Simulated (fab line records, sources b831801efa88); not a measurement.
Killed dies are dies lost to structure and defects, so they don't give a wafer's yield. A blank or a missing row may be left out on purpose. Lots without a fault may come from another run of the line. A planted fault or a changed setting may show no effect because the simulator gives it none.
Which tool did it? | flow sky130 | 24 lots, 72 wafers sampled, at 6 steps of a route of 708

WHAT THE GAUGES READ, wafer by wafer
SKY_LDD_P_OVL_MEAS_08. Usual: LDD_P_OVL -0.4 nm, standard deviation 1.7.
lot  | measured     | on         | LDD_P_OVL (nm) | flag
L074 | day 19 05:37 | overlay-01 | -2.5 -3.1 -2.9 |
L075 | day 19 14:35 | overlay-02 | -1.2 -2.7 -0.6 |
L076 | day 19 22:55 | overlay-02 | 1.6 1.0 1.2    |
L077 | day 20 15:16 | overlay-02 | -0.1 0.7 0.3   |
L079 | day 21 11:52 | overlay-02 | -0.3 -0.8 0.7  |
L080 | day 21 12:08 | overlay-01 | 1.9 2.6 1.3    |
L078 | day 21 13:02 | overlay-02 | 0.7 0.3 0.5    |
L081 | day 21 18:52 | overlay-02 | -1.3 -1.0 -1.5 |
L082 | day 22 14:10 | overlay-02 | 0.0 -0.3 -0.9  |
L083 | day 22 16:02 | overlay-01 | 0.9 2.1 1.7    |
L085 | day 23 06:56 | overlay-02 | 3.0 2.8 3.0    |
L084 | day 23 07:04 | overlay-02 | -0.9 0.1 0.7   |
L086 | day 23 12:29 | overlay-02 | 2.4 1.1 -0.3   |
L087 | day 23 22:29 | overlay-02 | -1.6 0.3 -0.4  |
L088 | day 24 07:49 | overlay-01 | -0.4 -0.5 -3.7 |
L089 | day 24 17:55 | overlay-01 | -1.2 -0.9 -0.3 |
L090 | day 25 04:01 | overlay-01 | -1.0 -1.0 1.8  |
L092 | day 25 21:11 | overlay-02 | -1.8 0.0 -0.2  |
L091 | day 25 23:31 | overlay-01 | -3.1 -2.2 0.0  |
L093 | day 26 05:23 | overlay-01 | -2.6 -2.8 -2.0 |
L094 | day 26 13:05 | overlay-01 | -2.4 -0.5 -1.2 |
L096 | day 27 01:58 | overlay-01 | -0.9 -1.2 -1.3 |
L095 | day 27 06:22 | overlay-01 | -0.9 -3.7 0.6  |
L097 | day 27 20:58 | overlay-02 | 2.5 -1.7 1.1   |

SKY_LDD_HVP_OVL_MEAS_07. Usual: LDD_HVP_OVL -1.1 nm, standard deviation 1.7.
lot  | measured     | on         | LDD_HVP_OVL (nm) | flag
L074 | day 21 19:22 | overlay-02 | -1.0 0.9 -2.0    |
L075 | day 22 05:33 | overlay-01 | -4.6 -5.4 -4.6   |
L076 | day 22 12:52 | overlay-01 | -2.2 -1.8 -0.7   |
L077 | day 23 05:21 | overlay-02 | -2.3 -1.4 -2.4   |
L079 | day 24 01:39 | overlay-01 | -2.1 -0.5 0.3    |
L080 | day 24 02:22 | overlay-02 | -0.9 -2.5 -0.1   |
L078 | day 24 02:33 | overlay-01 | -2.3 -0.1 -1.1   |
L081 | day 24 07:52 | overlay-02 | -1.4 -2.3 -3.7   |
L082 | day 25 03:14 | overlay-02 | 0.3 -1.1 -1.6    |
L083 | day 25 04:50 | overlay-02 | 2.0 1.3 1.6      |
L085 | day 25 18:43 | overlay-02 | -0.8 0.8 0.4     |
L084 | day 25 19:34 | overlay-02 | 0.0 0.4 -0.2     |
L086 | day 26 00:46 | overlay-01 | -3.9 -4.1 -2.1   |
L087 | day 26 11:05 | overlay-02 | 1.0 0.5 0.0      |
L088 | day 26 19:35 | overlay-01 | -1.5 -1.0 -2.3   |
L089 | day 27 05:39 | overlay-01 | 1.9 -0.3 -0.2    |
L090 | day 27 15:01 | overlay-02 | -2.2 -1.1 -1.2   |
L092 | day 28 08:31 | overlay-02 | 0.9 1.6 2.7      |
L091 | day 28 10:17 | overlay-02 | -1.2 -2.1 -0.3   |
L093 | day 28 15:54 | overlay-02 | 0.4 -0.3 -0.5    |
L094 | day 29 00:04 | overlay-01 | -0.5 -1.7 -1.6   |
L096 | day 29 10:23 | overlay-01 | -2.8 -2.0 -3.9   |
L095 | day 29 15:54 | overlay-01 | -3.9 -4.7 -1.8   |
L097 | day 30 06:37 | overlay-01 | 0.0 -1.8 -1.5    |

SKY_POLY_CUT_CD_MEAS_08: target cd 270 nm. Usual: cd_nm 270.0 nm, standard deviation 1.5.
lot  | measured     | on        | cd_nm (nm)        | flag
L074 | day 24 10:42 | cd_sem-01 | 269.5 269.9 269.6 |
L075 | day 24 22:02 | cd_sem-01 | 273.4 271.9 273.1 |
L076 | day 25 03:37 | cd_sem-02 | 269.3 269.5 268.7 |
L077 | day 25 20:45 | cd_sem-02 | 267.0 269.0 268.8 |
L079 | day 26 15:46 | cd_sem-02 | 270.4 271.3 270.3 |
L080 | day 26 16:25 | cd_sem-02 | 269.7 269.8 269.6 |
L078 | day 26 18:10 | cd_sem-01 | 271.0 272.5 270.7 |
L081 | day 26 21:45 | cd_sem-02 | 269.1 268.8 269.3 |
L082 | day 27 17:30 | cd_sem-01 | 271.0 270.2 270.0 |
L083 | day 27 20:28 | cd_sem-02 | 270.2 270.9 269.6 |
L085 | day 28 07:16 | cd_sem-02 | 271.0 270.3 271.2 |
L084 | day 28 10:22 | cd_sem-02 | 271.8 270.7 271.8 |
L086 | day 28 13:31 | cd_sem-01 | 269.3 268.6 268.2 |
L087 | day 29 00:33 | cd_sem-02 | 267.2 270.0 268.0 |
L088 | day 29 07:54 | cd_sem-02 | 270.5 269.8 270.2 |
L089 | day 29 17:29 | cd_sem-01 | 269.0 269.4 269.1 |
L090 | day 30 04:10 | cd_sem-01 | 268.2 267.2 267.6 |
L092 | day 30 19:11 | cd_sem-01 | 271.2 273.4 273.1 |
L091 | day 30 23:15 | cd_sem-02 | 269.4 269.4 268.9 |
L093 | day 31 02:15 | cd_sem-02 | 272.9 272.6 272.2 |
L094 | day 31 11:43 | cd_sem-02 | 268.3 269.5 268.4 |
L096 | day 31 20:22 | cd_sem-02 | 270.6 270.6 271.1 |
L095 | day 32 02:40 | cd_sem-01 | 266.9 267.5 268.5 |
L097 | day 32 17:10 | cd_sem-02 | 270.2 270.1 269.6 |

SKY_SD_P_OVL_MEAS_08. Usual: SD_P_OVL -0.8 nm, standard deviation 1.5.
lot  | measured     | on         | SD_P_OVL (nm)  | flag
L074 | day 25 17:22 | overlay-02 | -3.6 0.9 -0.8  |
L075 | day 26 04:37 | overlay-01 | -3.0 -4.8 -2.4 |
L076 | day 26 09:22 | overlay-01 | -3.6 -1.6 -2.2 |
L077 | day 27 02:07 | overlay-02 | 1.8 3.5 2.1    |
L079 | day 27 22:01 | overlay-01 | -2.1 -0.6 -0.8 |
L080 | day 27 22:28 | overlay-01 | -2.4 -3.1 -1.4 |
L078 | day 27 22:46 | overlay-01 | -0.9 -0.1 -0.3 |
L081 | day 28 02:28 | overlay-01 | -1.4 -0.6 -1.6 |
L082 | day 28 23:22 | overlay-02 | -3.0 0.4 -1.0  |
L083 | day 29 01:52 | overlay-01 | 0.0 -0.5 -0.4  |
L085 | day 29 11:50 | overlay-01 | -0.9 -1.0 0.4  |
L084 | day 29 15:28 | overlay-02 | 0.6 2.4 -1.2   |
L086 | day 29 17:55 | overlay-01 | -1.6 -4.4 -1.5 |
L087 | day 30 05:23 | overlay-02 | -0.7 0.2 -0.6  |
L088 | day 30 11:55 | overlay-01 | -1.4 -1.5 -1.0 |
L089 | day 30 22:22 | overlay-02 | 0.4 1.4 0.8    |
L090 | day 31 08:20 | overlay-01 | -1.3 0.3 0.0   |
L092 | day 31 23:08 | overlay-01 | -0.6 -0.8 -1.7 |
L091 | day 32 03:43 | overlay-01 | -0.9 0.1 -1.9  |
L093 | day 32 06:01 | overlay-02 | 0.1 1.1 1.3    |
L094 | day 32 16:16 | overlay-01 | -0.6 -1.8 -1.1 |
L096 | day 33 00:25 | overlay-01 | 2.0 -0.1 0.2   |
L095 | day 33 06:19 | overlay-02 | -1.1 1.8 0.4   |
L097 | day 33 21:07 | overlay-02 | 1.3 -1.6 0.1   |

SKY_SD_N_CD_MEAS_07: target cd 380 nm. Usual: cd_nm 379.9 nm, standard deviation 2.2.
lot  | measured     | on        | cd_nm (nm)        | flag
L074 | day 28 03:03 | cd_sem-02 | 382.0 382.0 379.1 |
L075 | day 28 15:05 | cd_sem-02 | 379.8 380.5 378.9 |
L076 | day 28 19:25 | cd_sem-01 | 381.8 381.7 381.0 |
L077 | day 29 11:18 | cd_sem-02 | 379.4 381.6 379.1 |
L079 | day 30 07:49 | cd_sem-02 | 382.0 383.7 381.7 |
L080 | day 30 08:25 | cd_sem-01 | 378.1 379.3 379.8 |
L078 | day 30 08:39 | cd_sem-02 | 379.9 380.0 381.3 |
L081 | day 30 11:09 | cd_sem-02 | 380.0 382.7 378.9 |
L082 | day 31 07:43 | cd_sem-01 | 379.8 380.0 378.4 |
L083 | day 31 10:46 | cd_sem-02 | 376.7 375.1 375.8 |
L085 | day 31 19:20 | cd_sem-02 | 383.9 384.4 383.0 |
L084 | day 31 23:37 | cd_sem-02 | 375.5 376.5 377.0 |
L086 | day 32 03:01 | cd_sem-01 | 380.7 380.9 382.5 |
L087 | day 32 14:13 | cd_sem-01 | 377.5 376.4 378.7 |
L088 | day 32 20:13 | cd_sem-01 | 382.0 381.5 383.0 |
L089 | day 33 06:09 | cd_sem-01 | 378.0 380.1 378.6 |
L090 | day 33 14:40 | cd_sem-01 | 378.0 378.2 378.9 |
L092 | day 34 06:17 | cd_sem-01 | 376.5 378.3 375.8 |
L091 | day 34 10:21 | cd_sem-02 | 377.7 381.6 378.8 |
L093 | day 34 11:25 | cd_sem-01 | 380.7 380.4 380.9 |
L094 | day 34 22:10 | cd_sem-02 | 379.5 380.4 380.8 |
L096 | day 35 05:28 | cd_sem-01 | 381.4 382.3 384.8 |
L095 | day 35 12:27 | cd_sem-02 | 382.6 383.5 380.3 |
L097 | day 36 02:30 | cd_sem-01 | 381.4 380.2 381.2 |

WHICH TOOL RAN EACH LOT (tool, then ch and the chambers of the sampled wafers, then the start)
lot  | SKY_POLY_CUT_ETCH_11
L074 | rie_diel-02 ch 1,2,3, day 24 10:54
L075 | rie_diel-04 ch 0,3, day 24 22:12
L076 | rie_diel-01 ch 0,1, day 25 03:47
L077 | rie_diel-02 ch 0,1, day 25 20:57
L079 | rie_diel-01 ch 0,3, day 26 15:58
L080 | rie_diel-02 ch 1,2,3, day 26 16:37
L078 | rie_diel-02 ch 1,3, day 26 18:22
L081 | rie_diel-04 ch 0,2,3, day 26 21:57
L082 | rie_diel-02 ch 0,1,2, day 27 17:42
L083 | rie_diel-04 ch 1,2, day 27 20:40
L085 | rie_diel-04 ch 0,2, day 28 07:27
L084 | rie_diel-01 ch 1,2,3, day 28 10:34
L086 | rie_diel-01 ch 1,2,3, day 28 13:42
L087 | rie_diel-02 ch 0,1,3, day 29 00:41
L088 | rie_diel-01 ch 0,3, day 29 08:06
L089 | rie_diel-04 ch 0,1,3, day 29 17:41
L090 | rie_diel-04 ch 1,2,3, day 30 04:20
L092 | rie_diel-01 ch 0,3, day 30 19:20
L091 | rie_diel-02 ch 0,1,2, day 30 23:27
L093 | rie_diel-02 ch 0,1,3, day 31 02:27
L094 | rie_diel-02 ch 2,3, day 31 11:55
L096 | rie_diel-02 ch 0,2,3, day 31 20:34
L095 | rie_diel-02 ch 1,2,3, day 32 02:52
L097 | rie_diel-04 ch 0,2,3, day 32 17:22
- SKY_POLY_CUT_ETCH_11: etches Si3N4 in CF4/CH2F2/Ar, stops on poly-Si, time 42.5 s, target depth 60 nm.

WHAT THE TOOLS THEMSELVES READ (means of the sampled wafers that have a number; where no wafer has one, the mark that the record gives instead)
SKY_POLY_CUT_ETCH_11. Usual: drypump_motor_current_A 5.8 A, standard deviation 0.45; oes_product_au 0.828 a.u., standard deviation 0.0069; throttle_valve_pct 14.994 %, standard deviation 0.0092.
lot  | tool        | drypump_motor_current_A (A) | oes_product_au (a.u.) | throttle_valve_pct (%) | flag
L074 | rie_diel-02 | 5.7                         | 0.832                 | 15.002                 |
L075 | rie_diel-04 | 5.2                         | 0.827                 | 14.984                 |
L076 | rie_diel-01 | 5.6                         | 0.828                 | 14.994                 |
L077 | rie_diel-02 | 6.1                         | 0.825                 | 14.992                 |
L079 | rie_diel-01 | 5.7                         | 0.824                 | 14.992                 |
L080 | rie_diel-02 | 5.7                         | 0.822                 | 14.992                 |
L078 | rie_diel-02 | 5.6                         | 0.819                 | 15.001                 |
L081 | rie_diel-04 | 5.7                         | 0.828                 | 14.992                 |
L082 | rie_diel-02 | 6.0                         | 0.819                 | 15.002                 |
L083 | rie_diel-04 | 6.3                         | 0.833                 | 15.004                 |
L085 | rie_diel-04 | 5.9                         | 0.836                 | 14.996                 |
L084 | rie_diel-01 | 5.5                         | 0.828                 | 14.994                 |
L086 | rie_diel-01 | 5.5                         | 0.828                 | 14.987                 |
L087 | rie_diel-02 | 5.8                         | 0.829                 | 14.985                 |
L088 | rie_diel-01 | 5.6                         | 0.834                 | 14.996                 |
L089 | rie_diel-04 | 5.7                         | 0.833                 | 14.984                 |
L090 | rie_diel-04 | 6.2                         | 0.827                 | 14.999                 |
L092 | rie_diel-01 | 5.6                         | 0.826                 | 14.996                 |
L091 | rie_diel-02 | 6.0                         | 0.829                 | 15.007                 |
L093 | rie_diel-02 | 5.8                         | 0.831                 | 14.990                 |
L094 | rie_diel-02 | 5.6                         | 0.831                 | 14.991                 |
L096 | rie_diel-02 | 5.9                         | 0.824                 | 14.991                 |
L095 | rie_diel-02 | 5.7                         | 0.820                 | 14.995                 |
L097 | rie_diel-04 | 5.7                         | 0.826                 | 14.991                 |

THE ANSWER, worked out from the rows above alone
Rule: a lot is off if the mean of its wafers that have a number lies more than 3 standard deviations from the usual mean. A lot without any number at a reading at which 4 lots or more have one is off too. The other lots that the step has rows for count as sound. The gauges are gone through in route order, then the tools' own readings, and for those a lot's mean is taken as printed above. The first step at which some lot is off is used, and at that step the reading that is off furthest; a lot without a number counts as furthest.
No lot is off at any reading shown: from this, nothing can be told.

WHAT THE SIMULATOR HAD PUT IN
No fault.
